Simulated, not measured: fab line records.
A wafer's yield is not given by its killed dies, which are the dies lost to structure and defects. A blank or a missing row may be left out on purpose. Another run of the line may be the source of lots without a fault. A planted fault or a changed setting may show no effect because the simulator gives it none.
Chamber matching || flow gf180mcu || GF_STI_ETCH_14 on rieSi-02: 4 sister chambers
The step etches Si in HBr/Cl2/O2, target depth 360 nm, time 102.9 s. 4 wafers are shown with their chamber, then 9 later ones without.

== WAFERS, EACH WITH ITS CHAMBER ==
{"wafer": "L707.2", "chamber": 1, "drypumpMotorCurrentA (A)": 6.1}
{"wafer": "L715.4", "chamber": 2, "drypumpMotorCurrentA (A)": 6.2}
{"wafer": "L718.2", "chamber": 0, "drypumpMotorCurrentA (A)": 5.7}
{"wafer": "L718.5", "chamber": 3, "drypumpMotorCurrentA (A)": 6.1}

== WAFERS MISSING THEIR CHAMBER ==
{"wafer": "L726.1", "drypumpMotorCurrentA (A)": 6.1}
{"wafer": "L726.3", "drypumpMotorCurrentA (A)": 6.2}
{"wafer": "L726.6", "drypumpMotorCurrentA (A)": 6.2}
{"wafer": "L727.1", "drypumpMotorCurrentA (A)": 6.1}
{"wafer": "L727.3", "drypumpMotorCurrentA (A)": 5.7}
{"wafer": "L727.6", "drypumpMotorCurrentA (A)": 6.0}
{"wafer": "L728.1", "drypumpMotorCurrentA (A)": 6.1}
{"wafer": "L728.4", "drypumpMotorCurrentA (A)": 5.8}
{"wafer": "L728.6", "drypumpMotorCurrentA (A)": 6.2}

== CHAMBER TAKEN BY EACH ==
{"wafer": "L726.1", "from the rows above": "can't be placed: 1 or 3", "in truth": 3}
{"wafer": "L726.3", "from the rows above": 2, "in truth": 2}
{"wafer": "L726.6", "from the rows above": 2, "in truth": 2}
{"wafer": "L727.1", "from the rows above": "can't be placed: 1 or 3", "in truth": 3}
{"wafer": "L727.3", "from the rows above": 0, "in truth": 0}
{"wafer": "L727.6", "from the rows above": "can't be placed: 1 or 3", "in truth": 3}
{"wafer": "L728.1", "from the rows above": "can't be placed: 1 or 3", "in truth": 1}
{"wafer": "L728.4", "from the rows above": 0, "in truth": 0}
{"wafer": "L728.6", "from the rows above": 2, "in truth": 2}
5 of 9 placed correctly. These rows do not allow placing 4 (true chamber among the candidates in 4). Number placed wrongly: 0.
How it was worked out, from the rows above alone: a wafer's distance from a chamber is the root of the sum, over the readings, of the square of ((its reading less the chamber's mean) divided by the reading's scatter). If the next closest chamber is less than 2 further off than the closest, the wafer can't be placed; otherwise it belongs to the closest. A chamber's mean is the mean of its shown wafers. The scatter: with one shown wafer a chamber, the root of the mean of the squares of how far each hidden wafer lies from its nearest shown one.
